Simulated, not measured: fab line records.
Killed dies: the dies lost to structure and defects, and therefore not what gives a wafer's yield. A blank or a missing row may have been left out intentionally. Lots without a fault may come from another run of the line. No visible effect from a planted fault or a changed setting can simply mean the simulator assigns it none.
fab line records	flow sky130
[record] lots = 11	wafers = 33	lastDay = 50
route steps=708 shown LI_CONTACT@365 LOCAL_INTERCONNECT@387 CONTACT@407
lots untouched by any fault: they come from a run of this same line in which no faults occurred
startH: start of the lot's first displayed wafer, in hours after the record's first day	waitH: hours from the lot's prior step to this one	" as in the row above	L1.1+2: a row that stands for several wafers	- no value, or no start given	* or withheld: withheld	< > ~ a bound
route shown NAME@n: names a module that has steps shown in the file, with the first one's number in the route	usual: average and standard deviation across the fault-free wafers	same: alike in all rows	chamber/n: place in a boat	sites: readings site by site	_std_site: the standard deviation of these	_edge_site: mean of outer sites minus mean of inner sites	radiusMm: how far each site lies from the wafer's centre	mask NAME#n: copy n	behind: the most recent tool/chamber to have shaped the wafer	hold: cause of the lot's hold/its duration in hours/its outcome	device: names the non-switching transistor (n, p or np)	end of line: the same wafers' tests at the end of the route	a step given without rows: its recipe and nothing more	killed: the dies lost at the first sort to structure and to defects; this is not the yield of the wafer	map: per-die view of a wafer (x killed, . not killed, _ where there is no die)
set.NAME: the setting that was run; set.NAME@STEP: the one run at that earlier step	model.NAME: the simulator's own value behind a step, which no gauge read
one table for each step of the route and one row for each wafer, over a sample of lots
services: from which hour (startH, from the record's first day; less than 0 if before it) a tool's chamber was out of use, for how many hours, and why
[[steps]]
[step SKY_LI_CONTACT_BOW_MEAS_03]
[recipe] mode = bow
[usual] LI_CONTACT_BOW = 54/7
lot.wafer	tool	chamber	startH	waitH	LI_CONTACT_BOW[um]
L886.1	filmMetro-03	-	642.98	0.2	59
L886.5	"	-	"	"	62
L886.6	"	-	"	"	52
L888.1	filmMetro-04	-	668.66	0.1	46
L888.4	"	-	"	"	57
L888.5	"	-	"	"	51
L894.2	filmMetro-04	-	710.04	0.2	49
L894.4	"	-	"	"	52
L894.5	"	-	"	"	60
L897.3	filmMetro-02	-	734.10	0.2	41
L897.4	"	-	"	"	47
L897.5	"	-	"	"	46
L900.4	filmMetro-02	-	758.37	0.3	67
L900.5	"	-	"	"	62
L900.6	"	-	"	"	48
L901.2	filmMetro-03	-	761.48	0.3	54
L901.3	"	-	"	"	71
L901.6	"	-	"	"	44
L903.3	filmMetro-04	-	802.75	0.2	50
L903.5	"	-	"	"	58
L903.6	"	-	"	"	57
L906.1	filmMetro-04	-	805.77	0.2	60
L906.5	"	-	"	"	54
L906.6	"	-	"	"	58
L905.3	filmMetro-02	-	806.57	0.2	49
L905.5	"	-	"	"	51
L905.6	"	-	"	"	61
L907.1	filmMetro-02	-	811.38	0.2	58
L907.2	"	-	"	"	65
L907.3	"	-	"	"	61
L909.2	filmMetro-02	-	828.05	0.2	48
L909.4	"	-	"	"	52
L909.6	"	-	"	"	63
[step SKY_LOCAL_INTERCONNECT_SPUTTER_00]
[recipe] material = TiN	targetThkNm = 100	tempC = 300	powerW = 6500	timeS = 83.3	chamberPressurePa = 0.4
[usual] throttleValvePct = 30.5/0.88
lot.wafer	tool	chamber	startH	waitH	throttleValvePct
L886.1	pvdSputter-01	-	672.58	0.2	31.7
L886.5	"	-	"	"	30.5
L886.6	"	-	"	"	30.2
L888.1	pvdSputter-04	-	697.53	0.2	31.0
L888.4	"	-	"	"	29.4
L888.5	"	-	"	"	30.9
L894.2	pvdSputter-01	-	739.37	0.2	30.3
L894.4	"	-	"	"	31.5
L894.5	"	-	"	"	30.6
L897.3	pvdSputter-01	-	762.70	0.2	29.8
L897.4	"	-	"	"	30.7
L897.5	"	-	"	"	30.4
L900.4	pvdSputter-04	-	785.80	0.1	30.4
L900.5	"	-	"	"	30.4
L900.6	"	-	"	"	31.1
L901.2	pvdSputter-04	-	790.34	0.2	29.5
L901.3	"	-	"	"	30.2
L901.6	"	-	"	"	31.2
L903.3	pvdSputter-01	-	829.70	0.1	30.4
L903.5	"	-	"	"	29.9
L903.6	"	-	"	"	31.7
L906.1	pvdSputter-04	-	832.65	0.2	30.5
L906.5	"	-	"	"	28.9
L906.6	"	-	"	"	31.1
L905.3	pvdSputter-01	-	833.98	0.1	30.2
L905.5	"	-	"	"	30.4
L905.6	"	-	"	"	30.0
L907.1	pvdSputter-04	-	839.25	0.1	31.1
L907.2	"	-	"	"	30.4
L907.3	"	-	"	"	32.0
L909.2	pvdSputter-04	-	855.40	0.1	30.8
L909.4	"	-	"	"	29.2
L909.6	"	-	"	"	31.0
[step SKY_LOCAL_INTERCONNECT_RS_MEAS_01]
[recipe] thkMeasGauge = four-point-probe	reads = TiN_of_LOCAL_INTERCONNECT_SPUTTER_00
[usual] LOCAL_INTERCONNECT_TIN_RS = 14.08/0.17
lot.wafer	tool	chamber	startH	waitH	LOCAL_INTERCONNECT_TIN_RS[ohm/sq]
L886.1	filmMetro-01	-	672.65	0.0	14.17
L886.5	"	-	"	"	14.05
L886.6	"	-	"	"	14.34
L888.1	filmMetro-02	-	697.60	0.0	14.16
L888.4	"	-	"	"	14.31
L888.5	"	-	"	"	14.21
L894.2	filmMetro-01	-	739.45	0.1	14.35
L894.4	"	-	"	"	10.23
L894.5	"	-	"	"	10.13
L897.3	filmMetro-03	-	762.80	0.1	10.00
L897.4	"	-	"	"	9.97
L897.5	"	-	"	"	10.00
L900.4	filmMetro-01	-	785.93	0.1	14.11
L900.5	"	-	"	"	14.19
L900.6	"	-	"	"	13.91
L901.2	filmMetro-03	-	790.42	0.1	14.02
L901.3	"	-	"	"	14.07
L901.6	"	-	"	"	13.82
L903.3	filmMetro-01	-	829.80	0.1	13.88
L903.5	"	-	"	"	14.02
L903.6	"	-	"	"	14.25
L906.1	filmMetro-03	-	832.71	0.0	14.31
L906.5	"	-	"	"	14.23
L906.6	"	-	"	"	14.05
L905.3	filmMetro-02	-	834.09	0.1	14.17
L905.5	"	-	"	"	13.79
L905.6	"	-	"	"	14.19
L907.1	filmMetro-02	-	839.31	0.0	13.93
L907.2	"	-	"	"	14.12
L907.3	"	-	"	"	14.20
L909.2	filmMetro-01	-	855.48	0.1	13.87
L909.4	"	-	"	"	14.01
L909.6	"	-	"	"	13.92
[step SKY_LOCAL_INTERCONNECT_THK_MEAS_02]
[recipe] thkMeasGauge = xrf	reads = TiN_of_LOCAL_INTERCONNECT_SPUTTER_00
[usual] LOCAL_INTERCONNECT_TIN_THK = 99.1/1.2
lot.wafer	tool	chamber	startH	waitH	LOCAL_INTERCONNECT_TIN_THK[nm]
L886.1	filmMetro-01	-	672.77	0.1	98.8
L886.5	"	-	"	"	99.9
L886.6	"	-	"	"	97.9
L888.1	filmMetro-02	-	697.72	0.1	98.5
L888.4	"	-	"	"	97.3
L888.5	"	-	"	"	98.6
L894.2	filmMetro-01	-	739.56	0.1	97.2
L894.4	"	-	"	"	134.5
L894.5	"	-	"	"	135.3
L897.3	filmMetro-03	-	762.90	0.1	137.7
L897.4	"	-	"	"	138.1
L897.5	"	-	"	"	137.5
L900.4	filmMetro-01	-	786.02	0.1	98.5
L900.5	"	-	"	"	98.3
L900.6	"	-	"	"	100.3
L901.2	filmMetro-03	-	790.53	0.1	100.0
L901.3	"	-	"	"	100.0
L901.6	"	-	"	"	101.4
L903.3	filmMetro-01	-	829.90	0.1	100.6
L903.5	"	-	"	"	99.1
L903.6	"	-	"	"	98.0
L906.1	filmMetro-03	-	832.83	0.1	97.3
L906.5	"	-	"	"	98.1
L906.6	"	-	"	"	99.4
L905.3	filmMetro-02	-	834.19	0.1	98.0
L905.5	"	-	"	"	101.1
L905.6	"	-	"	"	98.1
L907.1	filmMetro-02	-	839.43	0.1	100.3
L907.2	"	-	"	"	98.8
L907.3	"	-	"	"	98.3
L909.2	filmMetro-01	-	855.59	0.1	100.7
L909.4	"	-	"	"	99.0
L909.6	"	-	"	"	99.6
[step SKY_LOCAL_INTERCONNECT_METAL_ETCH_14]
[recipe] targetDepthNm = 110	stopOn = PSG	chemistry = Cl2/BCl3	target = TiN	resistSidewallDeg = 88	pressureMtorr = 10	icpW = 900	biasW = 48.5	Cl2_flow_sccm = 60	bcl3FlowSccm = 30	timeS = 31.4
[usual] drypumpMotorCurrentA = 5.68/0.28	oesProductAu = 0.943/0.0079	rfFwdPowerW = 888/3.7	throttleValvePct = 21.900/0.0093
lot.wafer	tool	chamber	startH	waitH	drypumpMotorCurrentA	oesProductAu	rfFwdPowerW	rfHoursCounterH	throttleValvePct
L886.1	rieMetal-04	0	701.18	0.0	5.47	0.929	885	2.6	21.896
L886.5	"	1	"	"	5.64	0.948	886	-	21.906
L886.6	"	0	"	"	5.48	0.942	882	-	21.894
L888.1	rieMetal-02	0	726.25	0.0	6.09	0.942	890	10.6	21.887
L888.4	"	1	"	"	6.14	0.932	892	-	21.905
L888.5	"	0	"	"	6.07	0.941	894	-	21.898
L894.2	rieMetal-01	0	767.32	0.0	5.69	0.937	891	7.0	21.899
L894.4	"	1	"	"	5.36	0.998	889	-	21.870
L894.5	"	0	"	"	5.71	0.993	891	-	21.850
L897.3	rieMetal-04	0	789.90	0.0	5.46	1.003	887	-	21.863
L897.4	"	1	"	"	5.64	0.996	888	-	21.854
L897.5	"	1	"	"	5.66	0.992	891	-	21.856
L900.4	rieMetal-01	0	811.73	0.0	5.66	0.940	884	-	21.896
L900.5	"	1	"	"	5.35	0.930	888	-	21.911
L900.6	"	0	"	"	5.68	0.957	885	-	21.904
L901.2	rieMetal-04	0	817.63	0.0	5.47	0.945	885	6.1	21.896
L901.3	"	0	"	"	5.48	0.946	886	-	21.880
L901.6	"	0	"	"	5.47	0.955	888	-	21.896
L903.3	rieMetal-01	1	855.63	0.0	5.36	0.951	882	-	21.890
L903.5	"	1	"	"	5.36	0.942	883	-	21.898
L903.6	"	0	"	"	5.68	0.935	888	-	21.910
L906.1	rieMetal-04	0	859.03	0.0	5.44	0.936	880	7.6	21.904
L906.5	"	0	"	"	5.45	0.936	882	-	21.910
L906.6	"	1	"	"	5.65	0.946	878	-	21.901
L905.3	rieMetal-01	1	860.83	0.0	5.33	0.937	889	-	21.903
L905.5	"	0	"	"	5.69	0.962	896	-	21.906
L905.6	"	1	"	"	5.33	0.935	892	-	21.886
L907.1	rieMetal-02	1	865.08	0.0	6.14	0.951	887	9.0	21.883
L907.2	"	0	"	"	6.10	0.940	894	16.0	21.884
L907.3	"	1	"	"	6.17	0.940	892	-	21.892
L909.2	rieMetal-02	0	881.76	0.1	6.08	0.952	894	-	21.890
L909.4	"	0	"	"	6.10	0.946	889	-	21.904
L909.6	"	0	"	"	6.08	0.952	890	-	21.918
[step SKY_CONTACT_THK_MEAS_01]
[recipe] reads = Si3N4_of_CONTACT_CVD_00
[usual] CONTACT_CVD_00_THK = 75.0/1.2
lot.wafer	tool	chamber	startH	waitH	CONTACT_CVD_00_THK[nm]
L886.1	filmMetro-01	-	701.87	-	71.4
L886.5	"	-	"	"	73.8
L886.6	"	-	"	"	74.8
L888.1	filmMetro-01	-	726.97	-	74.3
L888.4	"	-	"	"	76.1
L888.5	"	-	"	"	76.9
L894.2	filmMetro-04	-	768.02	-	74.7
L894.4	"	-	"	"	75.3
L894.5	"	-	"	"	76.1
L897.3	filmMetro-01	-	790.59	-	73.8
L897.4	"	-	"	"	73.5
L897.5	"	-	"	"	74.5
L900.4	filmMetro-01	-	812.53	-	75.5
L900.5	"	-	"	"	74.3
L900.6	"	-	"	"	75.8
L901.2	filmMetro-04	-	818.36	-	75.0
L901.3	"	-	"	"	74.4
L901.6	"	-	"	"	75.0
L903.3	filmMetro-04	-	856.32	-	75.1
L903.5	"	-	"	"	77.3
L903.6	"	-	"	"	76.6
L906.1	filmMetro-01	-	859.83	-	72.8
L906.5	"	-	"	"	73.6
L906.6	"	-	"	"	76.7
L905.3	filmMetro-03	-	861.85	-	75.7
L905.5	"	-	"	"	76.2
L905.6	"	-	"	"	77.6
L907.1	filmMetro-01	-	865.76	-	74.2
L907.2	"	-	"	"	74.8
L907.3	"	-	"	"	74.6
L909.2	filmMetro-01	-	882.48	-	76.1
L909.4	"	-	"	"	77.1
L909.6	"	-	"	"	76.5
[step SKY_CONTACT_CMP_04]
[recipe] material = SiO2	downForcePsi = 4	platenRpm = 60	padVelocityMS = 0.94248
[usual] motorCurrentA = 11.7/0.8	slurryFlowMlMin = 150.0/0.46	timeToEndpointS = 84/4.4
lot.wafer	tool	chamber	startH	waitH	motorCurrentA	slurryFlowMlMin	timeToEndpointS
L886.1	cmp-02	2	702.06	0.1	11.9	150.6	88
L886.6	"	2	"	"	11.5	149.9	89
L886.5	"	3	"	"	12.2	150.5	83
L888.4	cmp-02	1	727.16	0.0	11.4	150.3	86
L888.1	"	3	"	"	12.4	150.3	83
L888.5	"	2	"	"	11.4	149.2	83
L894.2	cmp-02	3	768.30	0.1	12.5	150.1	89
L894.4	"	0	"	"	10.3	150.3	88
L894.5	"	1	"	"	11.8	150.0	91
L897.3	cmp-01	0	790.76	0.0	11.5	149.6	77
L897.4	"	1	"	"	12.9	150.4	80
L897.5	"	0	"	"	12.0	149.7	73
L900.4	cmp-01	1	812.94	0.3	13.6	150.0	88
L900.5	"	0	"	"	11.4	149.6	77
L900.6	"	1	"	"	13.8	150.0	88
L901.2	cmp-02	0	818.54	0.0	10.8	149.7	85
L901.3	"	3	"	"	13.0	150.0	84
L901.6	"	0	"	"	11.4	149.4	83
L903.3	cmp-02	1	856.64	0.2	11.3	149.7	85
L903.5	"	2	"	"	11.7	150.2	83
L903.6	"	3	"	"	12.4	150.0	91
L906.1	cmp-01	0	860.12	0.1	11.5	150.4	77
L906.6	"	2	"	"	11.7	150.0	84
L906.5	"	3	"	"	11.3	150.1	81
L905.3	cmp-01	2	862.17	0.2	11.9	150.7	82
L905.6	"	3	"	"	10.5	149.9	83
L905.5	"	0	"	"	11.8	149.5	76
L907.3	cmp-01	1	865.95	0.0	12.7	150.1	84
L907.2	"	2	"	"	11.6	149.9	83
L907.1	"	3	"	"	10.5	148.8	84
L909.2	cmp-02	3	882.71	0.1	12.4	149.6	85
L909.4	"	0	"	"	11.1	149.9	81
L909.6	"	3	"	"	12.4	149.8	82
[[services]]
tool	chamber	startH	hours	kind
cmp-01	-	660.35	3.9	pm
rieMetal-01	0	675.72	14.0	repair
pvdSputter-04	1	680.09	-	consumableReplace:kit
pvdSputter-04	1	680.09	18.0	scheduledDown
pvdSputter-04	1	680.09	18.0	ventCycle
rieMetal-04	1	708.23	1.9	repair
pvdSputter-01	-	708.84	4.2	repair
cmp-01	-	726.71	1.6	repair
cmp-01	-	744.22	4.0	pm
rieMetal-01	1	748.65	1.4	repair
pvdSputter-04	-	750.07	5.3	repair
pvdSputter-04	-	796.37	2.6	repair
cmp-01	-	801.17	1.3	repair
pvdSputter-04	0	846.48	-	consumableReplace:kit
pvdSputter-04	0	846.48	18.0	scheduledDown
pvdSputter-04	0	846.48	18.0	ventCycle
pvdSputter-04	-	847.75	4.6	repair
cmp-02	-	859.24	5.6	pm
rieMetal-01	-	871.19	1.4	pm
rieMetal-04	-	876.98	1.0	repair
cmp-02	-	877.88	1.7	repair
cmp-01	-	878.99	0.6	repair
rieMetal-01	0	879.31	26.7	repair
rieMetal-02	1	880.56	8.8	repair
[[key]]
[firstSign] step = SKY_LOCAL_INTERCONNECT_RS_MEAS_01	reading = LOCAL_INTERCONNECT_TIN_RS	direction = down	sigmas = 24	usual = 14.08	struck = 10.06
[effect] step = SKY_LOCAL_INTERCONNECT_THK_MEAS_02	reading = LOCAL_INTERCONNECT_TIN_THK	direction = up	sigmas = 33	usual = 99.1	struck = 136.6
[effect] step = SKY_LOCAL_INTERCONNECT_METAL_ETCH_14	reading = oesProductAu	direction = up	sigmas = 6.7	usual = 0.943	struck = 0.996
metAt SKY_LOCAL_INTERCONNECT_SPUTTER_00
struckLots L894,L897
struckWafers L894.4,L894.5,L897.3,L897.4,L897.5
testerLeftOut L894,L897
notActingAt SKY_LI_CONTACT_BOW_MEAS_03,SKY_CONTACT_THK_MEAS_01,SKY_CONTACT_CMP_04
onsetBetween 672.58 739.37
[fault] kind = processParameterDrift	tool = pvdSputter-01	chamber = -	onsetH = 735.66	steps = SKY_LOCAL_INTERCONNECT_SPUTTER_00	channel = targetThkNm	offset = 38.029	shape = step	endH = 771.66	scope = struckWafersOnly	actsIn = theseRecipesOnly	stated = 100
// testerLeftOut: of these lots the tester's yield and bins aren't shown, on N5 and GAA mostly nor the transistor test; their killed dies are dies lost to structure and defects alone, not to doping, threshold or leakage, so they don't give the yield
